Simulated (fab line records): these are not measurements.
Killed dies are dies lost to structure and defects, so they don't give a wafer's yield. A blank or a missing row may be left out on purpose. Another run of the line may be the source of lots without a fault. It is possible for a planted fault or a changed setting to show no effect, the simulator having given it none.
Which tool did it? / flow sky130 / Sampling: 6 lots, 18 wafers, 3 of 708 route steps

WHAT EACH GAUGE READ, for each wafer
SKY_POLY_GATE_OVL_MEAS_14.
lot=L669; measured=day 16 15:30; on=overlay-02; POLY_GATE_OVL (nm)=-4 0 3
lot=L671; measured=day 17 10:07; on=overlay-02; POLY_GATE_OVL (nm)=-4 -1 -8
lot=L679; measured=day 20 09:08; on=overlay-01; POLY_GATE_OVL (nm)=0 0 0
lot=L687; measured=day 23 23:16; on=overlay-01; POLY_GATE_OVL (nm)=-1 4 -4
lot=L689; measured=day 24 01:25; on=overlay-02; POLY_GATE_OVL (nm)=0 -1 -7
lot=L691; measured=day 24 14:22; on=overlay-02; POLY_GATE_OVL (nm)=6 0 9

EACH LOT AND THE TOOL THAT RAN IT (in order: tool; ch and the chambers of the sampled wafers; start)
lot=L669; SKY_POLY_GATE_IMPLANT_02=implanter-03 ch 0, day 15 09:38; SKY_RES_PROTECT_STRIP_07=plasmaAsher-03 ch 0,1, day 15 09:46
lot=L671; SKY_POLY_GATE_IMPLANT_02=implanter-02 ch 0, day 16 03:05; SKY_RES_PROTECT_STRIP_07=plasmaAsher-04 ch 0,1, day 16 03:13
lot=L679; SKY_POLY_GATE_IMPLANT_02=implanter-03 ch 0, day 18 23:13; SKY_RES_PROTECT_STRIP_07=plasmaAsher-02 ch 0,1, day 18 23:22
lot=L687; SKY_POLY_GATE_IMPLANT_02=implanter-02 ch 0, day 22 15:18; SKY_RES_PROTECT_STRIP_07=plasmaAsher-03 ch 0,1, day 22 15:25
lot=L689; SKY_POLY_GATE_IMPLANT_02=implanter-03 ch 0, day 22 17:22; SKY_RES_PROTECT_STRIP_07=plasmaAsher-04 ch 0,1, day 22 17:31
lot=L691; SKY_POLY_GATE_IMPLANT_02=implanter-03 ch 0, day 23 05:31; SKY_RES_PROTECT_STRIP_07=plasmaAsher-02 ch 0,1, day 23 05:38
- SKY_POLY_GATE_IMPLANT_02
- SKY_RES_PROTECT_STRIP_07: strips in O2/N2.

THE ANSWER, worked out from the rows above alone
Rule: the usual values come from the lots themselves. Put in order of their means at a reading, lots are off if they are a third of the lots or fewer, leave a main group of 4 or more, and stand apart from it by a gap of 3 or more times the standard deviation of the main group's means; of several such gaps the widest counts. A main group is skipped when, at the precision printed for the reading in the tables above, its means are all equal. Also off: a lot with no number at a reading for which 4 or more lots have one. All remaining lots with rows at the step are treated as sound.
Nothing can be told from this: no lot is off at any reading shown.

WHAT THE SIMULATOR PUT IN
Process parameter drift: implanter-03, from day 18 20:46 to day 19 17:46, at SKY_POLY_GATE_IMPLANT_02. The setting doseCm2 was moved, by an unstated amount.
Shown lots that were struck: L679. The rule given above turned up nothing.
